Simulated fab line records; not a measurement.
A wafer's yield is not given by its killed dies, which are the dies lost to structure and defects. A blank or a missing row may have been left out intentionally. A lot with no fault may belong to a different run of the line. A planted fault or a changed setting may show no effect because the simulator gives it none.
fab line records -- flow sky130
[record] lots = 13, wafers = 39, last_day = 50
route steps=708 shown METAL4@599 METAL5@666 PAD_OPEN@701
lots that met no fault: taken from a fault-free run of the same line
start_h: hours from the record's opening day to when the first of the lot's shown wafers began -- wait_h: time in hours since the lot's previous step -- " unchanged from the row above -- L1.1+2: one row covering several wafers at once -- - no value present, or no start provided -- * or withheld: withheld -- < > ~ a bound
route shown NAME@n: names a module that has steps shown in the file, with the first one's number in the route -- usual: average and standard deviation across the fault-free wafers -- same: alike in all rows -- chamber/n: place in a boat -- sites: readings site by site -- _std_site: the standard deviation of these -- _edge_site: mean of outer sites minus mean of inner sites -- radius_mm: for every site, how far away it sits from the centre of the wafer -- mask NAME#n: copy n -- behind: the most recent tool/chamber to have shaped the wafer -- hold: why the lot was held/for how many hours/how that ended -- device: names the non-switching transistor (n, p or np) -- end of line: tests of these same wafers at the route's end -- a step given without rows: its recipe and nothing more -- killed: count of dies lost to structure and defects at first sort (not the wafer's yield) -- map: the dies of a wafer, with x for killed, . for not killed, _ for no die there
set.NAME: the setting that was run; set.NAME@STEP: the one run at that earlier step -- model.NAME: the simulator's own value behind a step, which no gauge read
steps of the route over a sample of lots; a table a step, a row a wafer
services: from which hour (start_h, from the record's first day; less than 0 if before it) a tool's chamber was out of use, for how many hours, and why
[[steps]]
[step SKY_METAL4_SPUTTER_01]
[recipe] material = TiN, target_thk_nm = 20, power_w = 6500, time_s = 16.7, chamber_pressure_pa = 0.4
[usual] cathode_dc_power_W = 6500.0/1.1, throttle_valve_pct = 30.2/1.3
lot.wafer,tool,chamber,start_h,wait_h,cathode_dc_power_W,throttle_valve_pct
L974.1,pvd_sputter-03,-,936.05,0.0,6500.2,31.2
L974.4,pvd_sputter-03,-,936.05,0.0,6500.4,30.3
L974.6,pvd_sputter-03,-,936.05,0.0,6500.5,29.6
L975.1,pvd_sputter-03,-,942.92,0.0,6500.1,29.8
L975.5,pvd_sputter-03,-,942.92,0.0,6498.9,29.6
L975.6,pvd_sputter-03,-,942.92,0.0,6501.3,30.5
L979.1,pvd_sputter-02,-,968.67,0.0,6499.3,31.2
L979.4,pvd_sputter-02,-,968.67,0.0,6499.0,31.1
L979.5,pvd_sputter-02,-,968.67,0.0,6501.3,31.2
L978.1,pvd_sputter-03,-,969.44,0.0,6500.7,31.2
L978.2,pvd_sputter-03,-,969.44,0.0,6500.6,29.9
L978.6,pvd_sputter-03,-,969.44,0.0,6499.8,30.7
L980.1,pvd_sputter-02,-,992.80,0.0,6499.9,30.4
L980.3,pvd_sputter-02,-,992.80,0.0,6500.7,31.2
L980.5,pvd_sputter-02,-,992.80,0.0,6501.1,31.7
L982.1,pvd_sputter-02,-,1003.75,0.0,6500.3,31.3
L982.2,pvd_sputter-02,-,1003.75,0.0,6498.4,31.2
L982.3,pvd_sputter-02,-,1003.75,0.0,6500.2,29.1
L983.1,pvd_sputter-02,-,1009.74,0.0,6500.3,31.3
L983.4,pvd_sputter-02,-,1009.74,0.0,6500.2,30.6
L983.6,pvd_sputter-02,-,1009.74,0.0,6498.5,30.4
L984.1,pvd_sputter-02,-,1016.16,0.0,6501.1,31.5
L984.2,pvd_sputter-02,-,1016.16,0.0,6499.2,29.2
L984.6,pvd_sputter-02,-,1016.16,0.0,6499.3,31.5
L985.4,pvd_sputter-02,-,1018.19,0.0,6500.8,28.8
L985.5,pvd_sputter-02,-,1018.19,0.0,6501.0,29.4
L985.6,pvd_sputter-02,-,1018.19,0.0,6501.2,31.4
L986.2,pvd_sputter-02,-,1023.08,0.0,6500.4,29.1
L986.4,pvd_sputter-02,-,1023.08,0.0,6501.6,31.6
L986.6,pvd_sputter-02,-,1023.08,0.0,6499.6,29.4
L993.3,pvd_sputter-04,-,1067.03,0.0,6499.8,32.4
L993.4,pvd_sputter-04,-,1067.03,0.0,6500.7,29.3
L993.6,pvd_sputter-04,-,1067.03,0.0,6500.1,32.2
L995.1,pvd_sputter-03,-,1079.29,0.0,6501.0,30.1
L995.2,pvd_sputter-03,-,1079.29,0.0,6499.3,31.2
L995.5,pvd_sputter-03,-,1079.29,0.0,6499.8,31.3
L996.1,pvd_sputter-03,-,1086.24,0.0,6498.8,29.5
L996.2,pvd_sputter-03,-,1086.24,0.0,6500.2,31.2
L996.4,pvd_sputter-03,-,1086.24,0.0,6499.0,30.1
[step SKY_METAL5_RS_MEAS_05]
[recipe] thk_meas_gauge = four-point-probe, reads = TiN_of_METAL5_SPUTTER_04+Ti_of_METAL5_SPUTTER_03+AlCu_of_METAL5_SPUTTER_02+TiN_of_METAL5_SPUTTER_01+Ti_of_METAL5_SPUTTER_00
[usual] METAL5_ALCU_RS = 0.0271/0.00028
lot.wafer,tool,chamber,start_h,wait_h,METAL5_ALCU_RS[ohm/sq]
L974.1,film_metro-01,-,1013.25,0.0,0.02693
L974.4,film_metro-01,-,1013.25,0.0,0.02714
L974.6,film_metro-01,-,1013.25,0.0,0.02779
L975.1,film_metro-03,-,1019.85,0.0,0.02716
L975.5,film_metro-03,-,1019.85,0.0,0.02708
L975.6,film_metro-03,-,1019.85,0.0,0.02665
L979.1,film_metro-04,-,1043.47,0.0,0.02758
L979.4,film_metro-04,-,1043.47,0.0,0.02758
L979.5,film_metro-04,-,1043.47,0.0,0.02726
L978.1,film_metro-03,-,1045.73,0.0,0.02705
L978.2,film_metro-03,-,1045.73,0.0,0.02706
L978.6,film_metro-03,-,1045.73,0.0,0.02696
L980.1,film_metro-03,-,1064.77,0.0,0.02666
L980.3,film_metro-03,-,1064.77,0.0,0.02668
L980.5,film_metro-03,-,1064.77,0.0,0.0272
L982.1,film_metro-04,-,1073.71,0.0,0.02727
L982.2,film_metro-04,-,1073.71,0.0,0.02701
L982.3,film_metro-04,-,1073.71,0.0,0.02729
L983.1,film_metro-03,-,1079.74,0.0,0.02669
L983.4,film_metro-03,-,1079.74,0.0,0.02688
L983.6,film_metro-03,-,1079.74,0.0,0.02699
L984.1,film_metro-01,-,1085.92,0.0,0.02698
L984.2,film_metro-01,-,1085.92,0.0,0.02728
L984.6,film_metro-01,-,1085.92,0.0,0.02703
L985.4,film_metro-01,-,1088.21,0.1,0.0272
L985.5,film_metro-01,-,1088.21,0.1,0.02736
L985.6,film_metro-01,-,1088.21,0.1,0.02725
L986.2,film_metro-04,-,1091.85,0.0,0.02664
L986.4,film_metro-04,-,1091.85,0.0,0.02734
L986.6,film_metro-04,-,1091.85,0.0,0.02734
L993.3,film_metro-03,-,1131.99,0.1,0.02723
L993.4,film_metro-03,-,1131.99,0.1,0.02732
L993.6,film_metro-03,-,1131.99,0.1,0.02701
L995.1,film_metro-03,-,1141.92,0.0,0.02682
L995.2,film_metro-03,-,1141.92,0.0,0.02716
L995.5,film_metro-03,-,1141.92,0.0,0.02693
L996.1,film_metro-01,-,1149.63,0.0,0.02724
L996.2,film_metro-01,-,1149.63,0.0,0.02699
L996.4,film_metro-01,-,1149.63,0.0,0.02737
[step SKY_METAL5_THK_MEAS_06]
[recipe] thk_meas_gauge = xrf, reads = AlCu_of_METAL5_SPUTTER_02
[usual] METAL5_ALCU_THK = 1134/13
lot.wafer,tool,chamber,start_h,wait_h,METAL5_ALCU_THK[nm]
L974.1,film_metro-01,-,1013.37,0.1,1154
L974.4,film_metro-01,-,1013.37,0.1,1140
L974.6,film_metro-01,-,1013.37,0.1,1115
L975.1,film_metro-03,-,1019.97,0.1,1124
L975.5,film_metro-03,-,1019.97,0.1,1124
L975.6,film_metro-03,-,1019.97,0.1,1141
L979.1,film_metro-04,-,1043.59,0.1,1113
L979.4,film_metro-04,-,1043.59,0.1,1114
L979.5,film_metro-04,-,1043.59,0.1,1123
L978.1,film_metro-03,-,1045.85,0.1,1139
L978.2,film_metro-03,-,1045.85,0.1,1136
L978.6,film_metro-03,-,1045.85,0.1,1141
L980.1,film_metro-03,-,1064.89,0.1,1149
L980.3,film_metro-03,-,1064.89,0.1,1153
L980.5,film_metro-03,-,1064.89,0.1,1132
L982.1,film_metro-04,-,1073.83,0.1,1137
L982.2,film_metro-04,-,1073.83,0.1,1140
L982.3,film_metro-04,-,1073.83,0.1,1132
L983.1,film_metro-03,-,1079.86,0.1,1152
L983.4,film_metro-03,-,1079.86,0.1,1139
L983.6,film_metro-03,-,1079.86,0.1,1144
L984.1,film_metro-01,-,1086.04,0.1,1127
L984.2,film_metro-01,-,1086.04,0.1,1124
L984.6,film_metro-01,-,1086.04,0.1,1128
L985.4,film_metro-01,-,1088.30,0.1,1118
L985.5,film_metro-01,-,1088.30,0.1,1122
L985.6,film_metro-01,-,1088.30,0.1,1121
L986.2,film_metro-04,-,1091.96,0.1,1158
L986.4,film_metro-04,-,1091.96,0.1,1132
L986.6,film_metro-04,-,1091.96,0.1,1123
L993.3,film_metro-03,-,1132.09,0.1,1134
L993.4,film_metro-03,-,1132.09,0.1,1123
L993.6,film_metro-03,-,1132.09,0.1,1144
L995.1,film_metro-03,-,1142.04,0.1,1144
L995.2,film_metro-03,-,1142.04,0.1,1137
L995.5,film_metro-03,-,1142.04,0.1,1148
L996.1,film_metro-01,-,1149.75,0.1,1130
L996.2,film_metro-01,-,1149.75,0.1,1132
L996.4,film_metro-01,-,1149.75,0.1,1118
[step SKY_PAD_OPEN_ETCH_07]
[recipe] chemistry = CF4/O2, target_depth_nm = 725, stop_on = AlCu, source_w = 800, bias_w = 150, pressure_mtorr = 150, cf4_flow_sccm = 80, O2_flow_sccm = 10, time_s = 161.1
[usual] drypump_motor_current_A = 5.5/0.43, oes_product_au = 0.977/0.0087, throttle_valve_pct = 5.964/0.0091
lot.wafer,tool,chamber,start_h,wait_h,drypump_motor_current_A,oes_product_au,rf_hours_counter_h,throttle_valve_pct
L974.1,rie_diel-02,3,1080.79,-,6.0,0.976,1,5.960
L974.4,rie_diel-02,1,1080.79,-,6.0,0.977,27,5.965
L974.6,rie_diel-02,1,1080.79,-,6.0,0.980,-,5.978
L975.1,rie_diel-04,0,1085.74,-,5.6,0.973,23,5.961
L975.5,rie_diel-04,1,1085.74,-,6.2,0.972,-,5.955
L975.6,rie_diel-04,0,1085.74,-,5.6,0.980,-,5.966
L979.1,rie_diel-02,3,1107.82,-,6.0,0.963,2,5.954
L979.4,rie_diel-02,3,1107.82,-,6.0,0.974,-,5.948
L979.5,rie_diel-02,1,1107.82,-,6.0,0.986,-,5.979
L978.1,rie_diel-04,0,1108.94,-,5.5,0.956,24,5.947
L978.2,rie_diel-04,3,1108.94,-,5.9,0.969,18,5.976
L978.6,rie_diel-04,0,1108.94,-,5.6,0.969,-,5.962
L980.1,rie_diel-01,3,1126.02,-,5.7,0.982,15,5.964
L980.3,rie_diel-01,1,1126.02,-,4.9,0.970,9,5.975
L980.5,rie_diel-01,3,1126.02,-,5.6,0.991,-,5.973
L982.1,rie_diel-01,0,1136.54,-,5.1,0.974,6,5.975
L982.2,rie_diel-01,3,1136.54,-,5.7,0.967,15,5.965
L982.3,rie_diel-01,2,1136.54,-,5.4,0.969,24,5.961
L983.1,rie_diel-01,3,1140.69,-,5.7,0.968,15,5.966
L983.4,rie_diel-01,2,1140.69,-,5.4,0.982,24,5.977
L983.6,rie_diel-01,3,1140.69,-,5.7,0.974,-,5.967
L984.1,rie_diel-02,3,1146.69,-,6.0,0.963,4,5.975
L984.2,rie_diel-02,1,1146.69,-,6.0,0.980,29,5.970
L984.6,rie_diel-02,0,1146.69,-,5.0,0.973,-,5.965
L985.4,rie_diel-02,3,1148.34,-,6.0,0.996,4,5.982
L985.5,rie_diel-02,1,1148.34,-,6.0,0.988,-,5.973
L985.6,rie_diel-02,2,1148.34,-,5.2,0.994,-,5.963
L986.2,rie_diel-02,0,1151.32,-,5.0,0.969,17,5.961
L986.4,rie_diel-02,1,1151.32,-,6.0,0.988,30,5.963
L986.6,rie_diel-02,2,1151.32,-,5.2,0.972,-,5.959
L993.3,rie_diel-02,3,1186.84,-,6.1,0.852,5,5.927
L993.4,rie_diel-02,2,1186.84,-,5.2,0.851,30,5.932
L993.6,rie_diel-02,3,1186.84,-,6.0,0.862,-,5.932
L995.1,rie_diel-02,0,1195.27,-,5.0,0.843,18,5.935
L995.2,rie_diel-02,1,1195.27,-,6.0,0.842,31,5.908
L995.5,rie_diel-02,0,1195.27,-,5.0,0.850,-,5.929
L996.1,rie_diel-01,0,1200.64,-,5.1,0.974,8,5.954
L996.2,rie_diel-01,1,1200.64,-,5.0,0.970,12,5.960
L996.4,rie_diel-01,2,1200.64,-,5.4,0.998,27,5.968
[step SKY_PAD_OPEN_PROBE_99]
[usual] defect_limited_yield = 82.3/2, killed_at_M0_to_M3 = 45/7.5, killed_at_M4_up = 3.2/1.8, killed_at_contacts = 24/4.9, killed_at_front_end = 15/4.4, killed_at_other = 0.3/0.54, killed_dies = 87/9.8, killed_open = 47/6.4, killed_short = 40/6.5
[same] gross_dies = 492, killed_at_back_side = 0
lot.wafer,tool,chamber,start_h,wait_h,defect_limited_yield[%],killed_at_M0_to_M3,killed_at_M4_up,killed_at_contacts,killed_at_front_end,killed_at_other,killed_dies,killed_open,killed_short
L974.1,prober-01,-,1083.11,0.1,85.8,32,5,14,19,0,70,37,33
L974.4,prober-01,-,1083.26,0.2,83.5,46,3,19,13,0,81,37,44
L974.6,prober-01,-,1083.36,0.2,84.1,36,3,23,16,0,78,42,36
L975.1,prober-01,-,1088.10,0.1,82.7,40,3,21,21,0,85,47,38
L975.5,prober-01,-,1088.30,0.2,78.7,57,1,35,12,0,105,55,50
L975.6,prober-01,-,1088.35,0.2,82.5,47,1,23,14,1,86,49,37
L979.1,prober-02,-,1110.17,0.1,80.9,39,2,35,18,0,94,46,48
L979.4,prober-02,-,1110.32,0.2,80.9,51,8,21,14,0,94,55,39
L979.5,prober-02,-,1110.37,0.2,83.1,48,2,21,12,0,83,52,31
L978.1,prober-01,-,1111.28,0.1,78.9,58,5,23,17,1,104,56,47
L978.2,prober-01,-,1111.33,0.1,82.1,44,3,20,19,2,88,41,46
L978.6,prober-01,-,1111.53,0.2,81.7,53,5,23,9,0,90,41,49
L980.1,prober-02,-,1128.34,0.1,80.9,41,4,31,18,0,94,53,41
L980.3,prober-02,-,1128.44,0.2,79.5,60,3,23,15,0,101,62,39
L980.5,prober-02,-,1128.54,0.2,83.7,45,1,20,14,0,80,43,37
L982.1,prober-02,-,1138.86,0.1,77.2,67,3,28,14,0,112,63,49
L982.2,prober-02,-,1138.91,0.1,80.3,55,7,24,11,0,97,56,41
L982.3,prober-02,-,1138.96,0.2,81.1,51,4,25,12,1,93,54,39
L983.1,prober-01,-,1143.02,0.1,80.9,48,2,18,26,0,94,44,50
L983.4,prober-01,-,1143.17,0.2,82.3,43,4,27,13,0,87,47,40
L983.6,prober-01,-,1143.27,0.2,79.5,52,1,25,23,0,101,53,48
L984.1,prober-02,-,1149.01,0.1,81.5,49,2,28,12,0,91,55,36
L984.2,prober-02,-,1149.06,0.1,84.3,39,1,22,15,0,77,45,32
L984.6,prober-02,-,1149.26,0.2,85.0,37,0,22,15,0,74,39,35
L985.4,prober-01,-,1150.81,0.2,80.9,48,3,19,23,1,94,43,50
L985.5,prober-01,-,1150.86,0.2,81.9,44,5,23,17,0,89,47,41
L985.6,prober-01,-,1150.91,0.2,82.1,35,4,35,14,0,88,49,36
L986.2,prober-02,-,1153.69,0.1,82.7,45,4,25,11,0,85,53,31
L986.4,prober-02,-,1153.79,0.2,81.7,44,5,24,15,2,90,52,37
L986.6,prober-02,-,1153.89,0.2,79.3,52,8,27,15,0,102,63,39
L993.3,prober-01,-,1189.29,0.2,86.6,32,2,23,9,0,66,46,20
L993.4,prober-01,-,1189.34,0.2,83.3,40,2,24,15,1,82,46,36
L993.6,prober-01,-,1189.44,0.2,81.1,52,2,23,16,0,93,49,44
L995.1,prober-02,-,1197.59,0.1,81.5,53,3,20,14,1,91,42,49
L995.2,prober-02,-,1197.64,0.1,83.7,35,2,29,14,0,80,38,42
L995.5,prober-02,-,1197.79,0.2,84.8,36,1,27,11,0,75,37,38
L996.1,prober-01,-,1202.96,0.1,81.9,42,3,31,13,0,89,52,36
L996.2,prober-01,-,1203.01,0.1,84.1,41,0,28,8,1,78,38,40
L996.4,prober-01,-,1203.11,0.2,83.5,41,2,19,19,0,81,41,40
// killed by level:class
L974.1 METAL1:geometric_particle:short=9 VIA1:geometric_particle:open=9 FIELD_ISO:geometric_particle:open=6 CONTACT:geometric_particle:open=5 FIELD_ISO:geometric_particle:short=4 POLY_GATE:geometric_particle:open=4 POLY_GATE:geometric_particle:short=4 METAL2:geometric_particle:short=4
L974.4 METAL1:geometric_particle:short=13 VIA1:geometric_particle:open=13 CONTACT:geometric_particle:open=9 LI_CONTACT:geometric_particle:open=5 VIA1:geometric_particle:short=5 VIA3:geometric_particle:short=5 FIELD_ISO:geometric_particle:short=4 LOCAL_INTERCONNECT:geometric_particle:short=3
L974.6 VIA1:geometric_particle:open=9 CONTACT:geometric_particle:open=8 VIA1:geometric_particle:short=7 VIA2:geometric_particle:open=6 VIA3:geometric_particle:open=6 FIELD_ISO:geometric_particle:open=5 LI_CONTACT:geometric_particle:open=5 FIELD_ISO:geometric_particle:short=4
L975.1 CONTACT:geometric_particle:open=9 VIA1:geometric_particle:open=9 VIA1:geometric_particle:short=8 LI_CONTACT:geometric_particle:open=5 VIA2:geometric_particle:open=5 VIA3:geometric_particle:open=5 POLY_GATE:geometric_particle:short=4 FIELD_ISO:geometric_particle:open=3
L975.5 VIA1:geometric_particle:open=23 CONTACT:geometric_particle:open=12 LOCAL_INTERCONNECT:geometric_particle:short=9 METAL2:geometric_particle:short=8 CONTACT:geometric_particle:short=7 VIA2:geometric_particle:open=6 METAL3:geometric_particle:short=5 FIELD_ISO:geometric_particle:short=3
L975.6 CONTACT:geometric_particle:open=9 VIA1:geometric_particle:open=9 LI_CONTACT:geometric_particle:open=7 METAL1:geometric_particle:short=7 METAL2:geometric_particle:short=7 FIELD_ISO:geometric_particle:short=6 METAL1:geometric_particle:open=6 VIA2:geometric_particle:open=6
L979.1 CONTACT:geometric_particle:open=13 LOCAL_INTERCONNECT:geometric_particle:short=9 LI_CONTACT:geometric_particle:open=8 VIA1:geometric_particle:open=8 VIA1:geometric_particle:short=8 VIA3:geometric_particle:open=7 FIELD_ISO:geometric_particle:short=6 POLY_GATE:geometric_particle:open=4
L979.4 VIA3:geometric_particle:open=11 CONTACT:geometric_particle:open=11 VIA1:geometric_particle:open=9 FIELD_ISO:geometric_particle:short=6 LI_CONTACT:geometric_particle:open=6 VIA2:geometric_particle:short=6 METAL1:geometric_particle:short=6 VIA2:geometric_particle:open=6
L979.5 LI_CONTACT:geometric_particle:open=10 VIA3:geometric_particle:open=9 VIA2:geometric_particle:open=8 VIA1:geometric_particle:open=7 METAL2:geometric_particle:short=6 CONTACT:geometric_particle:open=6 VIA1:geometric_particle:short=4 METAL2:geometric_particle:open=4
L978.1 VIA1:geometric_particle:open=14 CONTACT:geometric_particle:open=10 VIA2:geometric_particle:open=9 FIELD_ISO:geometric_particle:open=7 METAL1:geometric_particle:short=7 VIA3:geometric_particle:open=7 POLY_GATE:geometric_particle:short=6 METAL2:geometric_particle:short=6
L978.2 VIA1:geometric_particle:open=11 METAL2:geometric_particle:short=10 CONTACT:geometric_particle:open=9 FIELD_ISO:geometric_particle:short=6 LOCAL_INTERCONNECT:geometric_particle:short=6 POLY_GATE:geometric_particle:short=5 VIA2:geometric_particle:open=5 POLY_GATE:geometric_particle:open=4
L978.6 VIA1:geometric_particle:open=13 CONTACT:geometric_particle:short=8 LI_CONTACT:geometric_particle:short=7 VIA1:geometric_particle:short=7 VIA2:geometric_particle:open=6 METAL1:geometric_particle:short=6 METAL2:geometric_particle:short=6 VIA3:geometric_particle:open=5
L980.1 CONTACT:geometric_particle:open=13 VIA1:geometric_particle:open=8 LOCAL_INTERCONNECT:geometric_particle:short=6 VIA2:geometric_particle:open=6 FIELD_ISO:geometric_particle:short=5 LI_CONTACT:geometric_particle:open=5 METAL1:geometric_particle:short=5 METAL2:geometric_particle:short=5
L980.3 VIA2:geometric_particle:open=11 VIA3:geometric_particle:open=10 VIA1:geometric_particle:open=9 METAL2:geometric_particle:short=9 CONTACT:geometric_particle:short=7 CONTACT:geometric_particle:open=7 FIELD_ISO:geometric_particle:open=5 LI_CONTACT:geometric_particle:open=4
L980.5 VIA1:geometric_particle:open=12 CONTACT:geometric_particle:open=11 VIA3:geometric_particle:open=8 FIELD_ISO:geometric_particle:short=6 METAL1:geometric_particle:short=6 VIA1:geometric_particle:short=6 VIA2:geometric_particle:open=5 METAL2:geometric_particle:short=5
L982.1 VIA1:geometric_particle:open=13 LI_CONTACT:geometric_particle:open=11 VIA1:geometric_particle:short=11 VIA2:geometric_particle:open=11 CONTACT:geometric_particle:open=8 VIA3:geometric_particle:open=7 METAL2:geometric_particle:short=7 METAL1:geometric_particle:short=7
L982.2 VIA1:geometric_particle:open=13 CONTACT:geometric_particle:open=8 VIA2:geometric_particle:open=7 LI_CONTACT:geometric_particle:open=6 VIA1:geometric_particle:short=6 METAL1:geometric_particle:short=6 VIA3:geometric_particle:open=6 METAL4:geometric_particle:short=5
L982.3 VIA2:geometric_particle:open=13 VIA1:geometric_particle:open=10 CONTACT:geometric_particle:open=8 VIA1:geometric_particle:short=8 LI_CONTACT:geometric_particle:short=7 POLY_GATE:geometric_particle:open=5 LI_CONTACT:geometric_particle:open=5 METAL2:geometric_particle:short=5
L983.1 VIA1:geometric_particle:open=11 FIELD_ISO:geometric_particle:short=8 METAL1:geometric_particle:short=7 POLY_GATE:geometric_particle:short=6 LI_CONTACT:geometric_particle:open=6 VIA2:geometric_particle:open=6 POLY_GATE:geometric_particle:open=5 CONTACT:geometric_particle:open=5
L983.4 VIA2:geometric_particle:open=9 CONTACT:geometric_particle:short=7 VIA3:geometric_particle:open=7 LI_CONTACT:geometric_particle:open=6 LOCAL_INTERCONNECT:geometric_particle:short=6 VIA3:geometric_particle:short=6 METAL1:geometric_particle:open=5 FIELD_ISO:geometric_particle:open=4
L983.6 VIA1:geometric_particle:short=11 CONTACT:geometric_particle:open=9 VIA1:geometric_particle:open=9 FIELD_ISO:geometric_particle:open=7 METAL2:geometric_particle:short=7 POLY_GATE:geometric_particle:open=6 LI_CONTACT:geometric_particle:open=6 LOCAL_INTERCONNECT:geometric_particle:short=6
L984.1 VIA1:geometric_particle:open=13 CONTACT:geometric_particle:open=12 LI_CONTACT:geometric_particle:open=6 VIA2:geometric_particle:open=6 METAL3:geometric_particle:short=6 FIELD_ISO:geometric_particle:open=5 VIA1:geometric_particle:short=5 VIA2:geometric_particle:short=5
L984.2 VIA3:geometric_particle:open=9 VIA1:geometric_particle:open=8 LI_CONTACT:geometric_particle:open=6 VIA2:geometric_particle:open=6 CONTACT:geometric_particle:open=5 METAL1:geometric_particle:short=5 FIELD_ISO:geometric_particle:open=4 FIELD_ISO:geometric_particle:short=4
L984.6 LI_CONTACT:geometric_particle:open=9 POLY_GATE:geometric_particle:short=8 CONTACT:geometric_particle:open=7 VIA2:geometric_particle:open=5 VIA1:geometric_particle:open=5 METAL2:geometric_particle:short=5 VIA3:geometric_particle:open=5 LI_CONTACT:geometric_particle:short=4
L985.4 FIELD_ISO:geometric_particle:short=10 VIA1:geometric_particle:open=10 VIA2:geometric_particle:open=9 LI_CONTACT:geometric_particle:open=7 METAL2:geometric_particle:short=7 CONTACT:geometric_particle:open=6 POLY_GATE:geometric_particle:short=5 METAL1:geometric_particle:short=5
L985.5 VIA1:geometric_particle:open=12 VIA2:geometric_particle:open=11 CONTACT:geometric_particle:open=9 METAL1:geometric_particle:short=6 FIELD_ISO:geometric_particle:short=5 CONTACT:geometric_particle:short=5 METAL2:geometric_particle:short=5 METAL4:geometric_particle:short=5
L985.6 CONTACT:geometric_particle:open=16 VIA2:geometric_particle:open=8 CONTACT:geometric_particle:short=7 VIA1:geometric_particle:open=7 LI_CONTACT:geometric_particle:open=6 METAL1:geometric_particle:short=6 FIELD_ISO:geometric_particle:open=4 FIELD_ISO:geometric_particle:short=4
L986.2 LI_CONTACT:geometric_particle:open=11 VIA1:geometric_particle:open=10 CONTACT:geometric_particle:open=8 METAL1:geometric_particle:short=6 VIA3:geometric_particle:open=6 METAL2:geometric_particle:short=5 METAL1:geometric_particle:open=4 POLY_GATE:geometric_particle:open=3
L986.4 VIA3:geometric_particle:open=10 CONTACT:geometric_particle:open=9 VIA1:geometric_particle:open=7 POLY_GATE:geometric_particle:open=6 LOCAL_INTERCONNECT:geometric_particle:short=6 VIA2:geometric_particle:open=6 METAL2:geometric_particle:short=5 LI_CONTACT:geometric_particle:open=4
L986.6 VIA1:geometric_particle:open=15 VIA2:geometric_particle:open=11 CONTACT:geometric_particle:open=10 FIELD_ISO:geometric_particle:open=7 LI_CONTACT:geometric_particle:open=6 METAL4:geometric_particle:short=6 FIELD_ISO:geometric_particle:short=4 METAL1:geometric_particle:short=4
L993.3 CONTACT:geometric_particle:open=10 VIA1:geometric_particle:open=9 VIA2:geometric_particle:open=6 LI_CONTACT:geometric_particle:open=5 CONTACT:geometric_particle:short=5 POLY_GATE:geometric_particle:open=4 VIA1:geometric_particle:short=4 FIELD_ISO:geometric_particle:open=3
L993.4 VIA1:geometric_particle:open=10 CONTACT:geometric_particle:short=8 CONTACT:geometric_particle:open=6 VIA2:geometric_particle:open=6 LOCAL_INTERCONNECT:geometric_particle:short=5 VIA3:geometric_particle:open=5 FIELD_ISO:geometric_particle:open=4 FIELD_ISO:geometric_particle:short=4
L993.6 VIA1:geometric_particle:open=12 VIA1:geometric_particle:short=9 VIA3:geometric_particle:open=8 VIA2:geometric_particle:open=7 LI_CONTACT:geometric_particle:open=6 METAL2:geometric_particle:short=5 METAL1:geometric_particle:short=5 POLY_GATE:geometric_particle:open=4
L995.1 METAL2:geometric_particle:short=11 VIA1:geometric_particle:open=11 VIA3:geometric_particle:open=8 VIA1:geometric_particle:short=7 CONTACT:geometric_particle:short=6 METAL1:geometric_particle:short=6 FIELD_ISO:geometric_particle:short=5 LI_CONTACT:geometric_particle:open=5
L995.2 CONTACT:geometric_particle:open=9 LI_CONTACT:geometric_particle:open=8 LOCAL_INTERCONNECT:geometric_particle:short=8 POLY_GATE:geometric_particle:short=6 VIA1:geometric_particle:open=6 METAL2:geometric_particle:short=5 FIELD_ISO:geometric_particle:open=4 FIELD_ISO:geometric_particle:short=4
L995.5 LI_CONTACT:geometric_particle:open=8 VIA1:geometric_particle:open=7 LOCAL_INTERCONNECT:geometric_particle:short=6 LI_CONTACT:geometric_particle:short=5 METAL1:geometric_particle:short=5 VIA1:geometric_particle:short=5 VIA3:geometric_particle:open=4 FIELD_ISO:geometric_particle:open=3
L996.1 CONTACT:geometric_particle:open=16 VIA1:geometric_particle:open=13 METAL2:geometric_particle:short=6 CONTACT:geometric_particle:short=6 VIA2:geometric_particle:open=6 LI_CONTACT:geometric_particle:open=5 VIA1:geometric_particle:short=5 VIA2:geometric_particle:short=5
L996.2 CONTACT:geometric_particle:open=9 VIA2:geometric_particle:open=9 LI_CONTACT:geometric_particle:open=7 METAL1:geometric_particle:short=7 VIA1:geometric_particle:open=7 CONTACT:geometric_particle:short=6 METAL2:geometric_particle:short=6 METAL3:geometric_particle:short=4
L996.4 VIA1:geometric_particle:open=8 POLY_GATE:geometric_particle:open=7 VIA3:geometric_particle:open=6 CONTACT:geometric_particle:short=5 VIA1:geometric_particle:short=4 FIELD_ISO:geometric_particle:short=4 POLY_GATE:geometric_particle:short=4 METAL3:geometric_particle:short=4
[[services]]
tool,chamber,start_h,hours,kind
pvd_sputter-04,-,935.92,1.0,repair
pvd_sputter-02,-,949.78,5.9,repair
rie_diel-02,3,957.85,8.0,repair
pvd_sputter-03,-,961.68,3.2,repair
rie_diel-02,-,976.95,2.6,repair
rie_diel-04,0,984.32,9.4,repair
rie_diel-02,2,990.90,2.8,repair
pvd_sputter-03,-,996.32,3.9,repair
rie_diel-02,-,1004.23,1.1,repair
rie_diel-04,3,1008.17,2.9,repair
rie_diel-02,3,1016.16,10.6,repair
pvd_sputter-03,-,1021.40,2.0,repair
rie_diel-01,-,1021.75,2.8,pm
rie_diel-04,1,1028.47,16.6,repair
rie_diel-04,0,1036.58,1.6,repair
rie_diel-02,3,1040.19,-,clean
rie_diel-01,2,1049.82,7.2,repair
rie_diel-02,1,1057.85,10.4,repair
pvd_sputter-04,-,1070.35,13.2,repair
pvd_sputter-03,-,1091.30,2.6,repair
rie_diel-02,0,1105.48,2.4,repair
rie_diel-01,0,1119.67,5.4,repair
rie_diel-02,-,1149.57,0.7,repair
pvd_sputter-04,-,1183.16,6.7,repair
[[key]]
[first_sign] step = SKY_PAD_OPEN_ETCH_07, reading = oes_product_au, direction = down, sigmas = 15, usual = 0.977, struck = 0.850
[effect] step = SKY_PAD_OPEN_ETCH_07, reading = throttle_valve_pct, direction = down, sigmas = 4.1, usual = 5.964, struck = 5.927
met_at SKY_PAD_OPEN_ETCH_07
struck_lots L993,L995
not_acting_at SKY_METAL4_SPUTTER_01,SKY_METAL5_RS_MEAS_05,SKY_METAL5_THK_MEAS_06
onset_between 1151.32 1186.84
[fault] kind = process_parameter_drift, tool = rie_diel-02, chamber = -, onset_h = 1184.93, steps = SKY_PAD_OPEN_ETCH_07, channel = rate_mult, offset = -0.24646, shape = step, end_h = 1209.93
